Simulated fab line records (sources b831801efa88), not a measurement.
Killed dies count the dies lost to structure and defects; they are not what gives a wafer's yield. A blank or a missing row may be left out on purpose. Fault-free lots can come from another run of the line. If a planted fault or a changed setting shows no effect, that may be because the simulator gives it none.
Struck lot and sound lot, side by side ; flow sky130 ; 21 out of 708 route steps
Sound: the wafers L369.1, L369.2, L369.4. Struck: wafer L381.2. (L381.3, L381.4 of the same lot were not struck and are left out.) The cause comes at the end.
Order at every step that has rows: each side's tool, ch and its chambers, its first start. Under that, the readings that differ: sound wafers ; struck wafers ; difference of the means ; sigmas: that difference in standard deviations of wafers without a fault.
alike: words and numbers the same on both sides, and readings whose means are apart by under 2 such deviations; not compared: readings that were withheld, readings missing a value for some wafer, numbers with overlapping values and no deviation given by the record, and bounds like >300 which may hide the same value.
A row with sigmas, a row that says differs or no value, or rows on one side alone: a step with any of these is where the two part. Numbers that have no deviation but don't overlap get no sigmas and don't part them. A reading that every wafer of one side lacks parts them only if that side has two wafers or more.

first, 8 steps without rows for these wafers: SKY_DNWELL_DEHYDRATE_00 (time 60 s); SKY_DNWELL_HMDS_01 (prime time 60 s); SKY_DNWELL_COAT_02 (resist thk 3000 nm); SKY_DNWELL_SOFTBAKE_03; SKY_DNWELL_EXPOSE_04 (exposes mask DNM, target cd 3000 nm); SKY_DNWELL_PEB_05; SKY_DNWELL_DEVELOP_06 (develop time 60 s); SKY_DNWELL_IMPLANT_07.
SKY_DNWELL_STRIP_08: strips in O2/N2.
  sound on plasma_asher-02 ch 0,1, day 4 02:25; struck on plasma_asher-02 ch 0, day 6 17:19
  alike: drypump_motor_current_A, oes_product_au, strip_time_to_endpoint_s
  not compared: rf_hours_counter_h
SKY_DNWELL_TW_MEAS_09:
  sound on film_metro-01 at day 4 02:31; struck on film_metro-04 at day 6 17:26
  alike: DNWELL_TW
then, 2 steps without rows for these wafers: SKY_PWDE_DEHYDRATE_00 (time 60 s); SKY_PWDE_HMDS_01 (prime time 60 s).
SKY_PWDE_COAT_02: resist thk 3000 nm.
  sound on litho_track-02 ch 0, day 4 10:28; struck on litho_track-01 ch 0, day 7 03:01
reading;sound;struck;difference;sigmas
model.coat_of_PWDE_COAT_02.thk_nm (nm);3005 3015 2999;1259;-1747;
  alike: dispense_pressure_kPa
then, 3 steps without rows for these wafers: SKY_PWDE_SOFTBAKE_03; SKY_PWDE_EXPOSE_04 (exposes mask PWDEM, target cd 840 nm); SKY_PWDE_PEB_05.
SKY_PWDE_DEVELOP_06: develop time 60 s.
  sound: litho_track-02 ch 0; struck: litho_track-01 ch 0
reading;sound;struck;difference;sigmas
model.coat_of_PWDE_COAT_02.thk_nm (nm);3001 3011 2995;1255;-1747;
SKY_PWDE_OVL_MEAS_07:
  sound on overlay-02 at day 4 19:37; struck on overlay-02 at day 7 13:10
  alike: PWDE_OVL
then, 1 step without rows for these wafers: SKY_PWDE_IMPLANT_08.
SKY_PWDE_STRIP_09: strips in O2/N2.
  sound on plasma_asher-04 ch 0,1, day 4 19:48; struck on plasma_asher-03 ch 0, day 7 13:20
reading;sound;struck;difference;sigmas
oes_product_au (a.u.);0.730 0.731 0.722;0.711;-0.017;-4
strip_time_to_endpoint_s (s);36.97 37.09 36.92;16.53;-20.46;-99 or more
  alike: drypump_motor_current_A
  not compared: rf_hours_counter_h
SKY_PWDE_TW_MEAS_10:
  sound on film_metro-01 at day 4 19:54; struck on film_metro-01 at day 7 13:27
  alike: PWDE_TW

== WHERE THEY PART ==
Within this record, at SKY_PWDE_STRIP_09 only. Later steps at which nothing parts them and some readings are alike: SKY_PWDE_TW_MEAS_10.

WHY: what the simulator had put in
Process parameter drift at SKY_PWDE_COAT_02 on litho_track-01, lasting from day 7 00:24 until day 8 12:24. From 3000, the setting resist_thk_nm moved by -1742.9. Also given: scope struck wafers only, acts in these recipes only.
